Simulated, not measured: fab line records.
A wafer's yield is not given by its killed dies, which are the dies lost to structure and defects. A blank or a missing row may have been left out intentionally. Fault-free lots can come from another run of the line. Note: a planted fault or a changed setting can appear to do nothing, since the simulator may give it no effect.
Matching of chambers :: flow sky130 :: SKY_VIA2_CMP_02 on cmp-02 has 4 sister chambers
The step polishes SiO2. 4 wafers are shown with their chamber, then 12 later ones without.

== EACH WAFER AND ITS CHAMBER ==
wafer: L090.5
chamber: 3
motor_current_A (A): 14.3

wafer: L090.6
chamber: 0
motor_current_A (A): 11.2

wafer: L091.3
chamber: 1
motor_current_A (A): 13.7

wafer: L091.6
chamber: 2
motor_current_A (A): 11.4

== WAFERS WITH NO CHAMBER GIVEN ==
wafer: L092.3
motor_current_A (A): 13.9

wafer: L092.5
motor_current_A (A): 10.6

wafer: L092.6
motor_current_A (A): 13.1

wafer: L094.1
motor_current_A (A): 15.1

wafer: L094.3
motor_current_A (A): 11.4

wafer: L094.6
motor_current_A (A): 10.9

wafer: L095.1
motor_current_A (A): 12.9

wafer: L095.4
motor_current_A (A): 11.2

wafer: L095.5
motor_current_A (A): 13.7

wafer: L096.2
motor_current_A (A): 10.5

wafer: L096.3
motor_current_A (A): 11.1

wafer: L096.6
motor_current_A (A): 13.3

== WHICH CHAMBER EACH ONE RAN IN ==
wafer: L092.3
from the rows above: can't be placed: 1 or 3
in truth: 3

wafer: L092.5
from the rows above: can't be placed: 0 or 2
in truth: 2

wafer: L092.6
from the rows above: can't be placed: 1 or 3
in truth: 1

wafer: L094.1
from the rows above: can't be placed: 3 or 1
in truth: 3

wafer: L094.3
from the rows above: can't be placed: 2 or 0
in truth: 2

wafer: L094.6
from the rows above: can't be placed: 0 or 2
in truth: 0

wafer: L095.1
from the rows above: can't be placed: 1 or 3 or 2 or 0
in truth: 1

wafer: L095.4
from the rows above: can't be placed: 0 or 2
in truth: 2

wafer: L095.5
from the rows above: can't be placed: 1 or 3
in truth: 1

wafer: L096.2
from the rows above: can't be placed: 0 or 2
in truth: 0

wafer: L096.3
from the rows above: can't be placed: 0 or 2
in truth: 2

wafer: L096.6
from the rows above: can't be placed: 1 or 3
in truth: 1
Correct placement for 0 of the 12. Unplaceable from these rows: 12, with the true chamber sitting among the candidates in 12. Placed wrongly: 0.
How it was worked out, from the rows above alone: a wafer's distance from a chamber is the root of the sum, over the readings, of the square of ((its reading less the chamber's mean) divided by the reading's scatter). The wafer belongs to the nearest chamber; if the next one is less than 2 further off, it can't be placed. For every chamber, the mean is computed from those of its wafers that are shown. The scatter: with one shown wafer a chamber, the root of the mean of the squares of how far each hidden wafer lies from its nearest shown one.
